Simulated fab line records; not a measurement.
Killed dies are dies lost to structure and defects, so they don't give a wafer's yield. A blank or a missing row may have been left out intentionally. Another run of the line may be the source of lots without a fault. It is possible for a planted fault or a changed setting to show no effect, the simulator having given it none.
Struck lot and sound lot, side by side || flow sky130 || 15 out of 708 route steps
Sound: wafers L450.1, L450.2, L450.3. Wafers L460.1, L460.3, L460.4 were the ones struck. At the end, the cause is stated.
Per side, at each step with rows, come the tool, then ch with its chambers, and then its first start. Under that, the readings that differ: sound wafers || struck wafers || difference of the means || sigmas: that difference in standard deviations of wafers without a fault.
alike: readings whose means differ by less than 2 such deviations, and words and numbers that are the same on both sides. not compared: withheld readings, readings that some wafer has no value for, bounds like >300 that may hide the same value, and numbers for which the record gives no deviation and whose values overlap.
Wherever a step has rows on one side only, a row that says differs or no value, or a row with sigmas, the two part there. Non-overlapping numbers with no deviation appear without sigmas and do not part them. A reading that every wafer of one side lacks parts them only if that side has two wafers or more.

SKY_VIA1_CMP_02: polishes SiO2.
  sound on cmp-01 ch 0,2,3, day 35 05:25; struck on cmp-01 ch 1,2,3, day 38 02:44
  alike: motor current A
SKY_VIA1_BOW_MEAS_03:
  sound on film metro-02, day 35 05:43; struck on film metro-04, day 38 02:59
  alike: VIA1_BOW
then, 8 steps without rows for these wafers: SKY_VIA1_DEHYDRATE_04 (time 60 s); SKY_VIA1_HMDS_05 (prime time 60 s); SKY_VIA1_COAT_06 (resist thk 60 nm); SKY_VIA1_COAT_07 (resist thk 450 nm); SKY_VIA1_SOFTBAKE_08 (time 90 s); SKY_VIA1_EXPOSE_09 (exposes mask VIM, target cd 150 nm); SKY_VIA1_PEB_10; SKY_VIA1_DEVELOP_11 (develop time 60 s).
SKY_VIA1_CD_MEAS_12: target cd 150 nm.
  sound on cd sem-02, day 36 07:14; struck on cd sem-01, day 39 04:17
  alike: cd nm
SKY_VIA1_OVL_MEAS_13:
  sound on overlay-01, day 36 07:21; struck on overlay-01, day 39 04:24
  alike: VIA1_OVL
SKY_VIA1_ETCH_14: etches BARC in N2/H2, stops on SiO2, time 45.9 s, target depth 60 nm.
  sound on rie diel-02 ch 0,1,3, day 36 07:23; struck on rie diel-02 ch 0,1,3, day 39 04:26
{"reading": "bias w (W)", "sound": "100.05 100.14 99.89", "struck": "104.02 104.27 104.78", "difference": "+4.33", "sigmas": "+15"}
  alike: drypump motor current A, oes product au, throttle valve pct
  not compared: rf hours counter h
SKY_VIA1_ETCH_15: etches SiO2 in C4F8/O2/Ar, stops on TiN, target depth 351 nm, time 54 s.
  sound on rie diel-02 ch 0,1,3, day 36 07:26; struck on rie diel-02 ch 0,1,3, day 39 04:29
  alike: bias w, oes product au
  not compared: rf hours counter h
-- the record jumps here: 11 days lie between the struck wafers' starts before and after (it left off in module VIA1 and takes up again in module PAD_OPEN, whose first step shown is number 708 of the route) --
SKY_PAD_OPEN_PROBE_99:
  sound on prober-02, day 47 09:11; struck on prober-02, day 49 21:08
  alike: defect limited yield, killed_at_M0_to_M3, killed_at_M4_up, killed at contacts, killed at front end, killed at other, killed dies, killed open, killed short, sort_bin_3_pad_short, sort_bin_5_function, sort_bin_6_memory, sort n pass, sort yield pct

== WHERE THEY PART ==
Only at SKY_VIA1_ETCH_14, as far as this record shows. Later steps at which nothing parts them and some readings are alike: SKY_VIA1_ETCH_15, SKY_PAD_OPEN_PROBE_99.

WHY: the cause the simulator had injected
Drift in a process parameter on rie diel-02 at SKY_VIA1_ETCH_14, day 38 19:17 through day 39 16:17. Setting bias w shifted by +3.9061 from 100. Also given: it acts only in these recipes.
